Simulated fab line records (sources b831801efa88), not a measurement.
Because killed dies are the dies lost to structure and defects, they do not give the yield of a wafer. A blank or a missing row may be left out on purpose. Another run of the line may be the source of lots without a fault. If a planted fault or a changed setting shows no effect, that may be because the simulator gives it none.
Which tool did it? / flow sky130 / Sampling: 12 lots, 36 wafers, 2 of 708 route steps

== WHAT THE GAUGES READ, wafer by wafer ==
SKY_LI_CONTACT_BOW_MEAS_03.
lot=L075; measured=day 28 10:45; on=film-metro-03; LI_CONTACT_BOW (um)=56 64 64
lot=L077; measured=day 29 04:34; on=film-metro-04; LI_CONTACT_BOW (um)=56 44 54
lot=L079; measured=day 30 00:25; on=film-metro-01; LI_CONTACT_BOW (um)=62 53 72
lot=L081; measured=day 30 09:20; on=film-metro-04; LI_CONTACT_BOW (um)=34 53 55
lot=L083; measured=day 31 18:28; on=film-metro-04; LI_CONTACT_BOW (um)=74 53 65
lot=L085; measured=day 31 23:30; on=film-metro-03; LI_CONTACT_BOW (um)=61 66 50
lot=L087; measured=day 33 02:31; on=film-metro-04; LI_CONTACT_BOW (um)=48 52 50
lot=L090; measured=day 33 13:52; on=film-metro-01; LI_CONTACT_BOW (um)=65 57 50
lot=L091; measured=day 33 18:25; on=film-metro-04; LI_CONTACT_BOW (um)=47 49 43
lot=L093; measured=day 34 10:34; on=film-metro-03; LI_CONTACT_BOW (um)=58 64 60
lot=L095; measured=day 35 04:01; on=film-metro-03; LI_CONTACT_BOW (um)=52 54 52
lot=L097; measured=day 35 12:21; on=film-metro-03; LI_CONTACT_BOW (um)=60 56 50

== TOOL THAT RAN EACH LOT (tool first, then ch and the chambers of the sampled wafers, then the start) ==
lot=L075; SKY_POLY_CUT_ETCH_11=rie-diel-02 ch 0,1, day 24 18:17
lot=L077; SKY_POLY_CUT_ETCH_11=rie-diel-02 ch 1,2,3, day 25 12:13
lot=L079; SKY_POLY_CUT_ETCH_11=rie-diel-02 ch 0,2,3, day 26 06:40
lot=L081; SKY_POLY_CUT_ETCH_11=rie-diel-01 ch 0,1,2, day 26 17:28
lot=L083; SKY_POLY_CUT_ETCH_11=rie-diel-01 ch 1,2, day 28 03:34
lot=L085; SKY_POLY_CUT_ETCH_11=rie-diel-03 ch 0,1,3, day 28 10:31
lot=L087; SKY_POLY_CUT_ETCH_11=rie-diel-02 ch 0,1, day 29 13:46
lot=L090; SKY_POLY_CUT_ETCH_11=rie-diel-03 ch 0,1,2, day 30 01:29
lot=L091; SKY_POLY_CUT_ETCH_11=rie-diel-02 ch 1,2, day 30 08:11
lot=L093; SKY_POLY_CUT_ETCH_11=rie-diel-01 ch 0,1,3, day 30 23:32
lot=L095; SKY_POLY_CUT_ETCH_11=rie-diel-03 ch 1,3, day 31 17:58
lot=L097; SKY_POLY_CUT_ETCH_11=rie-diel-02 ch 2,3, day 32 01:37
- SKY_POLY_CUT_ETCH_11: etches Si3N4 in CF4/CH2F2/Ar, stops on poly-Si, time 42.5 s, target depth 60 nm.

== THE ANSWER, worked out from the rows above alone ==
Rule: the usual values come from the lots themselves. The widest of any qualifying gaps counts: lots, ordered by their means at a reading, are off when they make up no more than a third of the lots, leave a main group of 4 or more, and stand apart from it by 3 or more times the standard deviation of that group's means. If all means in a main group match to the digits the tables above print for the reading, that group is not used. A lot without any number at a reading at which 4 lots or more have one is off too. The other lots that the step has rows for count as sound.
None of the lots is off at any reading shown; this tells nothing.

== WHAT WAS PUT IN BY THE SIMULATOR ==
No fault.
